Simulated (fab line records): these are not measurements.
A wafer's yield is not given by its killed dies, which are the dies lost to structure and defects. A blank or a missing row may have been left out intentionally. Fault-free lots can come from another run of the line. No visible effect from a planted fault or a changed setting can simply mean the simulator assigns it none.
What tool caused it? + flow sky130 + 12 lots, 34 wafers sampled, at 6 steps of a route of 708

WHAT THE GAUGES SHOWED, per wafer
SKY_LDD_HVP_OVL_MEAS_07. Usual: LDD_HVP_OVL typically reads 0.5 nm, with standard deviation 1.2.
| lot  | measured     | on         | LDD_HVP_OVL (nm) | flag |
|------|--------------|------------|------------------|------|
| L408 | day 21 04:38 | overlay-02 | 0.2 1.1 -0.5     |      |
| L409 | day 21 23:02 | overlay-02 | -1.5 -2.3 -1.2   |      |
| L410 | day 22 10:25 | overlay-02 | -0.2 0.9 -0.2    |      |
| L412 | day 23 02:43 | overlay-02 | 1.3 2.5 2.3      |      |
| L414 | day 23 18:35 | overlay-01 | 1.7 1.0 0.6      |      |
| L415 | day 24 04:52 | overlay-02 | 0.1 1.2 -2.0     |      |
| L416 | day 24 11:44 | overlay-01 | -1.0 -0.2 0.3    |      |
| L424 | day 27 10:21 | overlay-02 | 2.1              |      |
| L425 | day 27 20:55 | overlay-01 | 1.5 1.8 2.0      |      |
| L427 | day 28 06:37 | overlay-01 | 0.4 1.3 3.1      |      |
| L429 | day 29 00:07 | overlay-02 | 0.1 0.0 -1.7     |      |
| L431 | day 30 04:10 | overlay-02 | 1.1 0.5 0.7      |      |

SKY_LDD_LDN_TW_MEAS_13. Usual: LDD_LDN_TW typically reads 1466, with standard deviation 11.
| lot  | measured     | on            | LDD_LDN_TW     | flag |
|------|--------------|---------------|----------------|------|
| L408 | day 22 11:10 | film_metro-02 | 1449 1446 1453 |      |
| L409 | day 23 06:28 | film_metro-02 | 1448 1455 1457 |      |
| L410 | day 23 18:04 | film_metro-02 | 1457 1445 1448 |      |
| L412 | day 24 09:28 | film_metro-04 | 1469 1479 1467 |      |
| L414 | day 25 00:38 | film_metro-04 | 1468 1473 1471 |      |
| L415 | day 25 10:50 | film_metro-03 | 1475 1470 1475 |      |
| L416 | day 25 17:47 | film_metro-04 | 1466 1459 1466 |      |
| L424 | day 28 15:29 | film_metro-02 | 1458           |      |
| L425 | day 29 02:43 | film_metro-04 | 1463 1460 1461 |      |
| L427 | day 29 11:35 | film_metro-04 | 1457 1468 1462 |      |
| L429 | day 30 04:22 | film_metro-03 | 1474 1485 1484 |      |
| L431 | day 31 08:29 | film_metro-02 | 1464 1453 1453 |      |

SKY_SD_N_RS_MEAS_16: the measuring method here is four-point-probe. Usual: SD_N_RS typically reads 68.48 ohm/sq, with standard deviation 0.098.
| lot  | measured     | on            | SD_N_RS (ohm/sq)  | flag |
|------|--------------|---------------|-------------------|------|
| L408 | day 27 11:13 | film_metro-04 | 68.48 68.60 68.37 |      |
| L409 | day 28 05:53 | film_metro-01 | 68.40 68.59 68.31 |      |
| L410 | day 28 18:01 | film_metro-03 | 68.51 68.53 68.54 |      |
| L412 | day 29 08:47 | film_metro-01 | 68.40 68.55 68.38 |      |
| L414 | day 29 22:38 | film_metro-03 | 68.53 68.40 68.59 |      |
| L415 | day 30 08:06 | film_metro-03 | 68.45 68.61 68.61 |      |
| L416 | day 30 14:44 | film_metro-03 | 68.58 68.62 68.63 |      |
| L424 | day 33 09:13 | film_metro-01 | 67.64             | OFF  |
| L425 | day 33 18:32 | film_metro-01 | 68.46 68.47 68.41 |      |
| L427 | day 34 04:53 | film_metro-04 | 68.45 68.50 68.48 |      |
| L429 | day 34 20:46 | film_metro-04 | 68.55 68.45 68.44 |      |
| L431 | day 36 00:10 | film_metro-04 | 68.46 68.52 68.49 |      |

SKY_SD_N_RS_MEAS_17: the measuring method here is four-point-probe. Usual: SD_P_RS typically reads 146.9 ohm/sq, with standard deviation 0.34.
| lot  | measured     | on            | SD_P_RS (ohm/sq)  | flag |
|------|--------------|---------------|-------------------|------|
| L408 | day 27 11:20 | film_metro-04 | 146.7 147.3 147.0 |      |
| L409 | day 28 06:00 | film_metro-01 | 146.7 146.8 146.3 |      |
| L410 | day 28 18:08 | film_metro-03 | 147.3 147.6 147.4 |      |
| L412 | day 29 08:55 | film_metro-01 | 146.7 146.7 146.1 |      |
| L414 | day 29 22:46 | film_metro-03 | 146.7 146.6 147.0 |      |
| L415 | day 30 08:13 | film_metro-03 | 147.1 147.3 146.9 |      |
| L416 | day 30 14:52 | film_metro-03 | 146.9 147.2 147.2 |      |
| L424 | day 33 09:20 | film_metro-01 | 142.7             | OFF  |
| L425 | day 33 18:39 | film_metro-01 | 146.6 146.9 146.5 |      |
| L427 | day 34 05:00 | film_metro-04 | 147.0 147.1 147.0 |      |
| L429 | day 34 20:53 | film_metro-04 | 147.3 147.1 146.9 |      |
| L431 | day 36 00:17 | film_metro-04 | 146.8 146.8 147.0 |      |

TOOL THAT RAN EACH LOT (tool first, then ch and the chambers of the sampled wafers, then the start)
| lot  | SKY_LDD_HVP_STRIP_09                 | SKY_SD_N_RTA_14                  |
|------|--------------------------------------|----------------------------------|
| L408 | plasma_asher-02 ch 0,1, day 21 04:49 | rtp_anneal-02 ch 0, day 27 11:03 |
| L409 | plasma_asher-03 ch 0,1, day 21 23:13 | rtp_anneal-01 ch 0, day 28 05:43 |
| L410 | plasma_asher-02 ch 0,1, day 22 10:35 | rtp_anneal-02 ch 0, day 28 17:50 |
| L412 | plasma_asher-03 ch 0,1, day 23 02:53 | rtp_anneal-02 ch 0, day 29 08:37 |
| L414 | plasma_asher-02 ch 0,1, day 23 18:46 | rtp_anneal-02 ch 0, day 29 22:27 |
| L415 | plasma_asher-03 ch 0,1, day 24 05:02 | rtp_anneal-01 ch 0, day 30 07:55 |
| L416 | plasma_asher-03 ch 1, day 24 11:55   | rtp_anneal-02 ch 0, day 30 14:34 |
| L424 | plasma_asher-01 ch 1, day 27 10:34   | rtp_anneal-02 ch 0, day 33 08:59 |
| L425 | plasma_asher-01 ch 0,1, day 27 21:05 | rtp_anneal-01 ch 0, day 33 18:21 |
| L427 | plasma_asher-02 ch 0,1, day 28 06:47 | rtp_anneal-01 ch 0, day 34 04:41 |
| L429 | plasma_asher-01 ch 0,1, day 29 00:17 | rtp_anneal-01 ch 0, day 34 20:36 |
| L431 | plasma_asher-01 ch 0,1, day 30 04:23 | rtp_anneal-01 ch 0, day 35 23:56 |
- SKY_LDD_HVP_STRIP_09: strips in O2/N2.
- SKY_SD_N_RTA_14: time 2 s.

WHAT THE TOOLS THEMSELVES READ (means of the sampled wafers that have a number; where no wafer has one, the mark that the record gives instead)
SKY_LDD_HVP_STRIP_09. Usual: drypump_motor_current_A 5.60 A, standard deviation 0.3; oes_product_au 0.408 a.u., standard deviation 0.0043; strip_time_to_endpoint_s 4.133 s, standard deviation 0.015.
| lot  | tool            | drypump_motor_current_A (A) | oes_product_au (a.u.) | strip_time_to_endpoint_s (s) | flag |
|------|-----------------|-----------------------------|-----------------------|------------------------------|------|
| L408 | plasma_asher-02 | 5.32                        | 0.412                 | 4.134                        |      |
| L409 | plasma_asher-03 | 5.49                        | 0.411                 | 4.136                        |      |
| L410 | plasma_asher-02 | 5.33                        | 0.406                 | 4.141                        |      |
| L412 | plasma_asher-03 | 5.42                        | 0.409                 | 4.115                        |      |
| L414 | plasma_asher-02 | 5.33                        | 0.409                 | 4.139                        |      |
| L415 | plasma_asher-03 | 5.43                        | 0.412                 | 4.148                        |      |
| L416 | plasma_asher-03 | 5.57                        | 0.408                 | 4.136                        |      |
| L424 | plasma_asher-01 | 5.85                        | 0.403                 | 4.118                        |      |
| L425 | plasma_asher-01 | 5.92                        | 0.406                 | 4.137                        |      |
| L427 | plasma_asher-02 | 5.30                        | 0.406                 | 4.123                        |      |
| L429 | plasma_asher-01 | 5.99                        | 0.408                 | 4.119                        |      |
| L431 | plasma_asher-01 | 5.94                        | 0.408                 | 4.120                        |      |

SKY_SD_N_RTA_14. Usual: lamp_power_pct 15.74 %, standard deviation 0.053; wafer_temp_C_max 1078.0, standard deviation 1.3.
| lot  | tool          | lamp_power_pct (%) | wafer_temp_C_max | flag |
|------|---------------|--------------------|------------------|------|
| L408 | rtp_anneal-02 | 15.74              | 1078.9           |      |
| L409 | rtp_anneal-01 | 15.76              | 1079.6           |      |
| L410 | rtp_anneal-02 | 15.77              | 1078.1           |      |
| L412 | rtp_anneal-02 | 15.73              | 1077.0           |      |
| L414 | rtp_anneal-02 | 15.71              | 1079.1           |      |
| L415 | rtp_anneal-01 | 15.72              | 1078.3           |      |
| L416 | rtp_anneal-02 | 15.77              | 1077.6           |      |
| L424 | rtp_anneal-02 | 15.74              | 1084.3           | OFF  |
| L425 | rtp_anneal-01 | 15.73              | 1077.5           |      |
| L427 | rtp_anneal-01 | 15.72              | 1077.9           |      |
| L429 | rtp_anneal-01 | 15.76              | 1078.1           |      |
| L431 | rtp_anneal-01 | 15.80              | 1078.1           |      |

THE ANSWER, worked out from the rows above alone
Rule: lot off if the mean of its wafers having a number is beyond 3 standard deviations from the usual mean. A lot without any number at a reading at which 4 lots or more have one is off too. Where the step has rows for the other lots, those lots are counted as sound. The gauges are gone through in route order, then the tools' own readings, and for those a lot's mean is taken as printed above. The first step at which some lot is off is used, and at that step the reading that is off furthest; a lot without a number counts as furthest.
Off: L424, at SKY_SD_N_RS_MEAS_16 (SD_N_RS).
A tool fits if, at a process step before that reading, it ran every lot that is off, and no sound lot after the first of them. Not tried: the gauges at SKY_SD_N_RS_MEAS_16; whatever is off there is also off at SKY_SD_N_RTA_14, on other tools, and gauge error can't account for it. One fits: SKY_SD_N_RTA_14 on rtp_anneal-02. A fault onset in the window from L416 (day 30 14:34, its last sound lot) to L424 (day 33 08:59, its first lot off) fits.
On the lots that are off, the tool's own readings at SKY_SD_N_RTA_14 differ by more than 5 times the standard deviation of the sound lots' means, which bears it out; wafer_temp_C_max reads 1084.3 there versus 1078.2 on the sound lots.

WHAT THE SIMULATOR PUT IN
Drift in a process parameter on rtp_anneal-02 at SKY_SD_N_RTA_14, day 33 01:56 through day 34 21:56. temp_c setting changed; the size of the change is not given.
Shown lots that were struck: L424. The same result came from the rule above.
